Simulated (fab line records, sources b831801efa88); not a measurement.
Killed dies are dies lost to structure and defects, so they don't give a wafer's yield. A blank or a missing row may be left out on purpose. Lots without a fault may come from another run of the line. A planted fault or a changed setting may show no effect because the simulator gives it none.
Which tool did it? | flow sky130 | 13 lots, 39 wafers sampled, at 5 steps of a route of 708

WHAT THE GAUGES READ, wafer by wafer
SKY_FIELD_ISO_THK_MEAS_04.
lot  | measured    | on            | FIELD_ISO_CVD_03_THK (nm)
L442 | day 2 02:48 | film_metro-02 | 168.8 168.5 170.7
L444 | day 2 10:53 | film_metro-03 | 169.7 168.7 168.7
L445 | day 2 15:14 | film_metro-03 | 168.8 167.6 168.5
L447 | day 3 01:50 | film_metro-04 | 165.6 167.3 166.8
L448 | day 3 06:10 | film_metro-03 | 166.6 165.5 166.6
L451 | day 3 21:37 | film_metro-04 | 166.4 167.2 167.2
L452 | day 4 01:29 | film_metro-02 | 166.3 166.8 165.7
L453 | day 4 06:56 | film_metro-04 | 165.3 165.5 165.8
L458 | day 5 08:11 | film_metro-04 | 163.7 164.4 163.5
L459 | day 5 15:07 | film_metro-02 | 166.6 164.7 166.0
L461 | day 6 07:16 | film_metro-04 | 164.1 166.2 164.3
L462 | day 6 07:16 | film_metro-03 | 163.9 165.4 164.3
L463 | day 6 10:15 | film_metro-03 | 163.5 165.0 164.1

SKY_FIELD_ISO_CD_MEAS_13: target cd 150 nm.
lot  | measured    | on        | cd_nm (nm)
L442 | day 2 17:50 | cd_sem-02 | 151.0 151.2 151.0
L444 | day 3 02:11 | cd_sem-01 | 151.7 152.5 152.8
L445 | day 3 06:46 | cd_sem-02 | 148.8 151.4 148.8
L447 | day 3 17:44 | cd_sem-01 | 151.9 151.9 152.7
L448 | day 3 21:35 | cd_sem-01 | 151.1 151.2 150.8
L451 | day 4 15:04 | cd_sem-02 | 149.2 148.9 147.8
L452 | day 4 18:16 | cd_sem-01 | 150.5 151.7 151.2
L453 | day 5 00:32 | cd_sem-01 | 148.0 148.5 150.0
L458 | day 6 02:14 | cd_sem-01 | 150.3 150.6 151.7
L459 | day 6 08:55 | cd_sem-02 | 151.7 150.7 152.1
L461 | day 7 02:11 | cd_sem-01 | 149.9 150.9 150.9
L462 | day 7 03:11 | cd_sem-01 | 149.2 149.1 149.2
L463 | day 7 04:53 | cd_sem-01 | 149.0 148.1 150.4

SKY_SONOS_ONO_THK_MEAS_01.
lot  | measured     | on            | SONOS_ONO_OXIDATION_THK (nm)
L442 | day 12 01:46 | film_metro-03 | 2.64 2.57 2.62
L444 | day 12 17:34 | film_metro-04 | 2.52 2.53 2.51
L445 | day 12 17:34 | film_metro-03 | 2.48 2.51 2.49
L447 | day 13 15:53 | film_metro-04 | 2.60 2.60 2.64
L448 | day 13 18:28 | film_metro-03 | 2.67 2.65 2.56
L451 | day 14 23:53 | film_metro-04 | 2.96 2.91 2.91
L452 | day 15 08:27 | film_metro-04 | 2.92 2.80 2.91
L453 | day 15 13:38 | film_metro-04 | 2.59 2.58 2.57
L458 | day 17 05:56 | film_metro-04 | 2.52 2.58 2.60
L459 | day 17 11:56 | film_metro-03 | 2.62 2.57 2.55
L461 | day 18 17:22 | film_metro-04 | 2.53 2.53 2.56
L462 | day 18 16:29 | film_metro-04 | 2.69 2.61 2.61
L463 | day 19 05:53 | film_metro-02 | 2.50 2.48 2.57

SKY_LDD_HVN_OVL_MEAS_07.
lot  | measured     | on         | LDD_HVN_OVL (nm)
L442 | day 20 23:06 | overlay-02 | 0.2 0.3 0.4
L444 | day 21 19:31 | overlay-01 | -0.3 -1.4 -2.5
L445 | day 21 14:51 | overlay-01 | 1.3 1.8 2.2
L447 | day 22 22:14 | overlay-02 | 0.5 -0.3 -0.8
L448 | day 23 00:41 | overlay-02 | 0.5 0.7 -0.7
L451 | day 24 07:26 | overlay-02 | 0.2 -1.0 0.2
L452 | day 24 16:19 | overlay-02 | -0.8 -1.6 -2.1
L453 | day 24 20:51 | overlay-01 | -0.3 -0.1 -0.7
L458 | day 26 12:38 | overlay-01 | 3.6 2.2 1.3
L459 | day 26 19:27 | overlay-02 | -0.8 -0.6 -1.1
L461 | day 27 23:13 | overlay-02 | -3.3 -3.5 -1.8
L462 | day 27 21:07 | overlay-01 | 4.0 1.0 3.1
L463 | day 28 12:53 | overlay-02 | -2.0 -3.5 -2.6

WHICH TOOL RAN EACH LOT (tool, then ch and the chambers of the sampled wafers, then the start)
lot  | SKY_SONOS_ONO_OXIDATION_00
L442 | furnace-01 ch 0, day 12 00:25
L444 | furnace-01 ch 0, day 12 16:12
L445 | furnace-01 ch 0, day 12 16:12
L447 | furnace-01 ch 0, day 13 14:32
L448 | furnace-01 ch 0, day 13 17:08
L451 | furnace-01 ch 0, day 14 22:32
L452 | furnace-01 ch 0, day 15 07:05
L453 | furnace-02 ch 0, day 15 12:16
L458 | furnace-02 ch 0, day 17 04:35
L459 | furnace-02 ch 0, day 17 10:34
L461 | furnace-02 ch 0, day 18 16:01
L462 | furnace-01 ch 0, day 18 15:08
L463 | furnace-01 ch 0, day 19 04:32
- SKY_SONOS_ONO_OXIDATION_00: stabilise 600 s, purge 300 s, target thk 2.6 nm.

WHAT THE TOOLS THEMSELVES READ (means of the sampled wafers that have a number; where no wafer has one, the mark that the record gives instead)
SKY_SONOS_ONO_OXIDATION_00.
lot  | tool       | spike_tc_centre_C (C) | spike_tc_lower_C (C) | spike_tc_top_C (C) | spike_tc_upper_C (C) | zone_power_centre_pct (%)
L442 | furnace-01 | 801.0                 | 800.9                | 813.0              | 799.0                | 13.4
L444 | furnace-01 | 800.7                 | 801.1                | 812.3              | 798.9                | 13.4
L445 | furnace-01 | 800.9                 | 801.4                | 814.3              | 799.1                | 13.4
L447 | furnace-01 | 800.4                 | 800.6                | 812.5              | 799.5                | 13.4
L448 | furnace-01 | 800.2                 | 800.9                | 813.0              | 799.2                | 13.5
L451 | furnace-01 | 808.3                 | 810.0                | 820.5              | 807.6                | 13.6
L452 | furnace-01 | 808.8                 | 808.9                | 820.7              | 806.9                | 13.6
L453 | furnace-02 | 799.3                 | 800.4                | 809.0              | 797.1                | 15.1
L458 | furnace-02 | 800.1                 | 799.3                | 807.4              | 797.4                | 15.1
L459 | furnace-02 | 800.1                 | 800.8                | 809.5              | 798.5                | 15.1
L461 | furnace-02 | 800.2                 | 799.9                | 807.7              | 797.7                | 15.0
L462 | furnace-01 | 800.4                 | 800.7                | 812.1              | 799.3                | 13.4
L463 | furnace-01 | 800.6                 | 801.1                | 813.1              | 799.1                | 13.5

THE ANSWER, worked out from the rows above alone
Rule: what is usual is taken from the lots themselves. Put in order of their means at a reading, lots are off if they are a third of the lots or fewer, leave a main group of 4 or more, and stand apart from it by a gap of 3 or more times the standard deviation of the main group's means; of several such gaps the widest counts. A main group whose means are all the same, to the digits that the tables above print for the reading, isn't used. A lot without any number at a reading at which 4 lots or more have one is off too. The other lots that the step has rows for count as sound. The gauges are gone through in route order, then the tools' own readings, and for those a lot's mean is taken as printed above. The first step at which some lot is off is used, and at that step the reading that is off furthest; a lot without a number counts as furthest.
Off: L451, L452, at SKY_SONOS_ONO_THK_MEAS_01 (SONOS_ONO_OXIDATION_THK). The main group: mean 2.57 nm, standard deviation 0.046.
A tool fits if, at a process step before that reading, it ran every lot that is off, and no sound lot after the first of them. The gauges at SKY_SONOS_ONO_THK_MEAS_01 aren't tried: what is off there is off at SKY_SONOS_ONO_OXIDATION_00 too, on other tools, and a gauge's error can't cause that. None of those tried fits.

WHAT THE SIMULATOR HAD PUT IN
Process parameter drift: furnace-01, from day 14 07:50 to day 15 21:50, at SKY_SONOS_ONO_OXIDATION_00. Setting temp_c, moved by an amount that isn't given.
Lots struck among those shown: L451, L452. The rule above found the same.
